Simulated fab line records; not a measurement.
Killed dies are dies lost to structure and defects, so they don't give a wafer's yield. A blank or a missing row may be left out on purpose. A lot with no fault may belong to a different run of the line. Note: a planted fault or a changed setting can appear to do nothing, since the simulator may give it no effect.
fab line records	flow gf180mcu
[record] lots = 7	wafers = 21	lastDay = 34
route steps=602 shown HV_LDD@218
lots that met no fault: taken from a fault-free run of the same line
startH: the number of hours between the record's first day and the start of the first shown wafer of the lot	waitH: time in hours since the lot's previous step	" as in the row above	L1.1+2: a row that stands for several wafers	- no value, or no start was given	* or withheld: withheld	< > ~ a bound
route shown NAME@n: names a module that has steps shown in the file, with the first one's number in the route	usual: mean and standard deviation over wafers with no fault	same: alike in all rows	chamber/n: place in a boat	sites: each site's reading	_std_site: the values' standard deviation	_edge_site: the outer-site mean with the inner-site mean subtracted	radiusMm: how far each site lies from the wafer's centre	mask NAME#n: copy n	behind: the most recent tool/chamber to have shaped the wafer	hold: reason for holding the lot/hours on hold/outcome of the hold	device: transistor that didn't switch, given as n, p or np	end of line: at the end of the route, the tests of the same wafers	where a step has no rows: the recipe by itself	killed: dies that structure and defects cost at the first sort, which is not the same as the wafer's yield	map: a wafer's dies, marking killed ones x, the rest . and places with no die _
set.NAME: setting as actually run; set.NAME@STEP: the setting as run at that earlier step	model.NAME: the simulator's own value behind a step, which no gauge read
certain route steps with their lots: each step a table, each wafer a row
services: a tool's chamber out of use, with start hour (startH, from the record's first day; less than 0 if before it), hours out, and reason
[[steps]]
[step GF_HV_LDD_SOFTBAKE_42]
[recipe] tempC = 90	timeS = 60	resist = NOVOLAK
[step GF_HV_LDD_EXPOSE_43]
[recipe] maskId = Pplus_HV_AREA	targetCdNm = 400	na = 0.6	sourceShape = conventional	sigmaOuter = 0.6	doseMj = 140
[step GF_HV_LDD_PEB_44]
[recipe] tempC = withheld	timeS = *	resist = NOVOLAK
[step GF_HV_LDD_DEVELOP_45]
[recipe] developTimeS = 60	devTempC = 23
[step GF_HV_LDD_CD_MEAS_46]
[recipe] targetCdNm = 400
[usual] cdNm = 400.3/2
lot.wafer	tool	chamber	startH	waitH	cdNm
L234.1	cdSem-01	-	281.47	0.1	400.5
L234.3	"	-	"	"	399.1
L234.6	"	-	"	"	400.4
L246.1	cdSem-01	-	379.67	0.1	396.4
L246.4	"	-	"	"	396.6
L246.5	"	-	"	"	397.1
L247.3	cdSem-01	-	386.53	0.1	398.3
L247.4	"	-	"	"	400.2
L247.6	"	-	"	"	397.1
L248.2	cdSem-01	-	395.13	0.2	400.1
L248.3	"	-	"	"	401.2
L248.4	"	-	"	"	400.9
L252.3	cdSem-01	-	430.78	0.1	401.9
L252.4	"	-	"	"	404.7
L252.6	"	-	"	"	402.7
L253.2	cdSem-01	-	435.37	0.2	399.5
L253.5	"	-	"	"	399.4
L253.6	"	-	"	"	398.2
L255.4	cdSem-01	-	447.43	0.1	402.7
L255.5	"	-	"	"	400.3
L255.6	"	-	"	"	405.7
[step GF_HV_LDD_OVL_MEAS_47]
[usual] HV_LDD_03_OVL = 0.3/1.3
lot.wafer	tool	chamber	startH	waitH	HV_LDD_03_OVL[nm]
L234.1	overlay-01	-	281.59	0.1	-1.7
L234.3	"	-	"	"	0.2
L234.6	"	-	"	"	-1.4
L246.1	overlay-01	-	379.79	0.1	-2.7
L246.4	"	-	"	"	-0.6
L246.5	"	-	"	"	-0.2
L247.3	overlay-01	-	386.63	0.1	0.4
L247.4	"	-	"	"	0.8
L247.6	"	-	"	"	1.2
L248.2	overlay-01	-	395.23	0.1	-0.4
L248.3	"	-	"	"	1.6
L248.4	"	-	"	"	-1.9
L252.3	overlay-02	-	430.88	0.1	-0.3
L252.4	"	-	"	"	2.1
L252.6	"	-	"	"	-0.1
L253.2	overlay-01	-	435.48	0.1	-2.6
L253.5	"	-	"	"	-1.1
L253.6	"	-	"	"	-2.0
L255.4	overlay-01	-	447.51	0.1	-0.8
L255.5	"	-	"	"	0.7
L255.6	"	-	"	"	-0.1
[step GF_HV_LDD_IMPLANT_48]
[recipe] species = B	energyKev = 25	doseCm2 = 3e+13	tiltDeg = 7
[step GF_HV_LDD_STRIP_49]
[recipe] chemistry = O2/N2	powerW = 1400	pressureMtorr = 1500	platenTempC = 250	o2FlowSccm = 3000	n2FlowSccm = 300	overashFraction = 0.5
[usual] drypumpMotorCurrentA = 5.6/0.53	heaterPowerW = 340/33	n2FlowSccm = 300.1/0.82	oesProductAu = 0.716/0.0044	stripTimeToEndpointS = 12.63/0.041
lot.wafer	tool	chamber	startH	waitH	drypumpMotorCurrentA	heaterPowerW	n2FlowSccm	oesProductAu	rfHoursCounterH	stripTimeToEndpointS
L234.1	plasmaAsher-04	1	281.78	0.1	5.1	360	300.9	0.723	65	12.58
L234.3	"	0	"	"	5.9	406	301.0	0.719	-	12.57
L234.6	"	1	"	"	5.1	364	299.0	0.715	-	12.61
L246.1	plasmaAsher-01	0	379.98	0.1	5.9	312	301.1	0.715	77	12.64
L246.4	"	1	"	"	6.6	320	300.6	0.714	-	12.67
L246.5	"	0	"	"	5.9	312	300.2	0.718	-	12.61
L247.3	plasmaAsher-03	1	386.83	0.1	5.9	326	300.1	0.720	-	12.62
L247.4	"	0	"	"	5.0	314	298.8	0.714	-	12.57
L247.6	"	0	"	"	4.9	318	299.4	0.717	-	12.58
L248.2	plasmaAsher-04	0	395.41	0.1	5.9	400	299.9	0.718	76	12.67
L248.3	"	1	"	"	5.1	356	299.9	0.717	-	12.66
L248.4	"	0	"	"	5.9	398	300.8	0.713	-	12.64
L252.3	plasmaAsher-03	1	431.08	0.1	5.9	318	300.6	0.717	-	12.55
L252.4	"	0	"	"	5.0	325	300.0	0.711	-	12.51
L252.6	"	0	"	"	5.0	317	299.2	0.719	-	12.54
L253.2	plasmaAsher-04	0	435.66	0.1	5.9	409	300.0	0.720	81	12.67
L253.5	"	1	"	"	5.1	370	300.7	0.716	-	12.62
L253.6	"	0	"	"	5.9	399	298.9	0.718	-	12.65
L255.4	plasmaAsher-03	0	447.71	0.1	5.0	315	302.5	0.709	-	12.57
L255.5	"	1	"	"	5.9	324	300.2	0.720	-	12.55
L255.6	"	0	"	"	5.0	312	299.2	0.717	-	12.53
[step GF_HV_LDD_TW_MEAS_50]
[usual] HV_LDD_4_TW = 564/7.1
lot.wafer	tool	chamber	startH	waitH	HV_LDD_4_TW
L234.1	filmMetro-01	-	281.88	0.1	559
L234.3	"	-	"	"	562
L234.6	"	-	"	"	563
L246.1	filmMetro-01	-	380.08	0.1	554
L246.4	"	-	"	"	552
L246.5	"	-	"	"	551
L247.3	filmMetro-01	-	386.92	0.1	556
L247.4	"	-	"	"	557
L247.6	"	-	"	"	559
L248.2	filmMetro-04	-	395.52	0.1	566
L248.3	"	-	"	"	564
L248.4	"	-	"	"	566
L252.3	filmMetro-04	-	431.17	0.1	566
L252.4	"	-	"	"	566
L252.6	"	-	"	"	568
L253.2	filmMetro-04	-	435.77	0.1	569
L253.5	"	-	"	"	570
L253.6	"	-	"	"	569
L255.4	filmMetro-02	-	447.81	0.1	576
L255.5	"	-	"	"	574
L255.6	"	-	"	"	573
[step GF_HV_LDD_CLEAN_51]
[recipe] chemistry = SC1/SC2	mix = 1:4:20	tempC = 70	timeS = 150	dry = n2Spin
[step GF_HV_LDD_RTA_52]
[recipe] tempC = 1000	timeS = 10	ambient = N2
[usual] lampPowerPct = 29.02/0.24	wafer_temp_C_max = 1002.7/0.8
lot.wafer	tool	chamber	startH	waitH	lampPowerPct	wafer_temp_C_max
L234.1	rtpAnneal-01	0	281.99	0.0	28.85	1002.4
L234.3	"	0	"	"	28.82	1003.6
L234.6	"	0	"	"	28.81	1001.9
L246.1	rtpAnneal-01	0	380.19	0.0	28.81	1003.4
L246.4	"	0	"	"	28.82	1001.8
L246.5	"	0	"	"	28.82	1002.0
L247.3	rtpAnneal-01	0	387.03	0.0	28.80	1003.2
L247.4	"	0	"	"	28.85	1003.4
L247.6	"	0	"	"	28.87	1002.9
L248.2	rtpAnneal-01	0	395.64	0.0	28.86	1001.9
L248.3	"	0	"	"	28.88	1002.9
L248.4	"	0	"	"	28.84	1002.2
L252.3	rtpAnneal-01	0	431.28	0.0	28.85	1002.5
L252.4	"	0	"	"	28.83	1001.5
L252.6	"	0	"	"	28.86	1003.0
L253.2	rtpAnneal-01	0	435.97	0.0	28.83	1001.4
L253.5	"	0	"	"	28.84	1002.6
L253.6	"	0	"	"	28.81	1002.2
L255.4	rtpAnneal-01	0	447.93	0.0	28.84	1002.6
L255.5	"	0	"	"	28.88	1002.1
L255.6	"	0	"	"	28.89	1002.2
[step GF_HV_LDD_RS_MEAS_53]
[recipe] thkMeasGauge = four-point-probe
[usual] HV_LDD_RS = 418.6/1.1
lot.wafer	tool	chamber	startH	waitH	HV_LDD_RS[ohm/sq]
L234.1	filmMetro-04	-	282.06	0.1	419.1
L234.3	"	-	"	"	419.3
L234.6	"	-	"	"	418.2
L246.1	filmMetro-01	-	380.26	0.1	421.3
L246.4	"	-	"	"	419.5
L246.5	"	-	"	"	420.1
L247.3	filmMetro-01	-	387.12	0.1	419.7
L247.4	"	-	"	"	418.6
L247.6	"	-	"	"	418.6
L248.2	filmMetro-01	-	395.71	0.1	420.7
L248.3	"	-	"	"	421.2
L248.4	"	-	"	"	420.9
L252.3	filmMetro-02	-	431.37	0.1	417.1
L252.4	"	-	"	"	419.0
L252.6	"	-	"	"	419.8
L253.2	filmMetro-02	-	436.04	0.1	418.3
L253.5	"	-	"	"	418.2
L253.6	"	-	"	"	418.2
L255.4	filmMetro-02	-	448.02	0.1	418.0
L255.5	"	-	"	"	417.7
L255.6	"	-	"	"	417.8
[step GF_HV_LDD_CVD_54]
[recipe] material = SiO2	targetThkNm = 10	precursor = TEOS	tempC = 680	timeS = 75	pressureMtorr = 400
[usual] pressureMtorr = 400.2/0.81	spikeTcBottomC = 697.6/2.1	spikeTcCentreC = 680.7/0.98	zonePowerLowerPct = 10.2/0.72
lot.wafer	tool	chamber	startH	waitH	pressureMtorr	spikeTcBottomC	spikeTcCentreC	zonePowerLowerPct
L234.1	lpcvd-01	1	282.18	0.1	402.0	699.8	679.8	9.7
L234.3	"	1	"	"	399.8	697.1	678.4	9.5
L234.6	"	1	"	"	402.1	700.0	680.8	9.7
L246.1	lpcvd-01	0	380.38	0.1	-	-	-	-
L246.4	"	0	"	"	-	-	-	-
L246.5	"	0	"	"	-	-	-	-
L247.3	lpcvd-02	1	387.20	0.1	-	-	-	-
L247.4	"	1	"	"	-	-	-	-
L247.6	"	1	"	"	-	-	-	-
L248.2	lpcvd-01	1	395.81	0.1	-	-	-	-
L248.3	"	1	"	"	-	-	-	-
L248.4	"	1	"	"	-	-	-	-
L252.3	lpcvd-02	1	431.45	0.1	400.4	698.6	683.0	10.3
L252.4	"	1	"	"	399.6	698.1	680.7	10.4
L252.6	"	1	"	"	399.9	696.9	681.1	10.2
L253.2	lpcvd-01	1	436.14	0.1	399.0	699.2	680.2	9.6
L253.5	"	1	"	"	398.6	696.9	678.8	9.8
L253.6	"	1	"	"	399.9	699.4	678.5	9.6
L255.4	lpcvd-01	1	448.08	0.0	401.3	698.2	679.7	9.8
L255.5	"	1	"	"	400.7	698.5	680.0	9.8
L255.6	"	1	"	"	400.1	697.4	681.7	9.7
[step GF_HV_LDD_CVD_56]
[recipe] material = Si3N4	precursor = DCS/NH3	targetThkNm = 90	tempC = 770	timeS = 1543	pressureMtorr = 250
[[services]]
tool	chamber	startH	hours	kind
plasmaAsher-03	-	262.65	0.9	repair
plasmaAsher-04	-	282.87	12.2	repair
lpcvd-01	-	299.70	2.8	pm
plasmaAsher-03	-	303.26	1.0	repair
rtpAnneal-01	-	314.51	12.7	pm
plasmaAsher-04	-	347.19	2.8	pm
rtpAnneal-01	-	353.46	2.1	pm
lpcvd-02	-	356.40	6.0	pm
plasmaAsher-01	-	421.25	9.0	pm
plasmaAsher-01	0	421.25	9.0	ventCycle
plasmaAsher-01	1	421.25	9.0	ventCycle
plasmaAsher-01	0	430.25	-	clean
plasmaAsher-01	1	430.25	-	clean
[[key]]
[firstSign] step = GF_HV_LDD_CVD_54	reading = toolRecord	direction = missing
effect none on later readings
metAt GF_HV_LDD_CVD_54
struckWafers L246.1,L246.4,L246.5,L247.3,L247.4,L247.6,L248.2,L248.3,L248.4
laterRowsLeftOut L246.1,L246.4,L246.5,L247.3,L247.4,L247.6,L248.2,L248.3,L248.4
sortLeftOut L246.1,L246.4,L246.5,L247.3,L247.4,L247.6,L248.2,L248.3,L248.4
testerLeftOut L246,L247,L248
onsetBetween 282.18 380.38
[fault] kind = skippedStepWhole	tool = lpcvd-01,lpcvd-02	chamber = -	onsetH = 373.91	steps = GF_HV_LDD_CVD_54	scope = struckLotsOnly
// testerLeftOut: of these lots the tester's yield and bins aren't shown, on N5 and GAA mostly nor the transistor test; their killed dies are dies lost to structure and defects alone, not to doping, threshold or leakage, so they don't give the yield
// sortLeftOut: the simulated sort isn't trusted on such a fault, so these wafers' sort isn't shown, and their yield isn't known
// laterRowsLeftOut: the simulator's readings of these wafers behind a module that went badly wrong aren't trusted and aren't shown, but for the sort
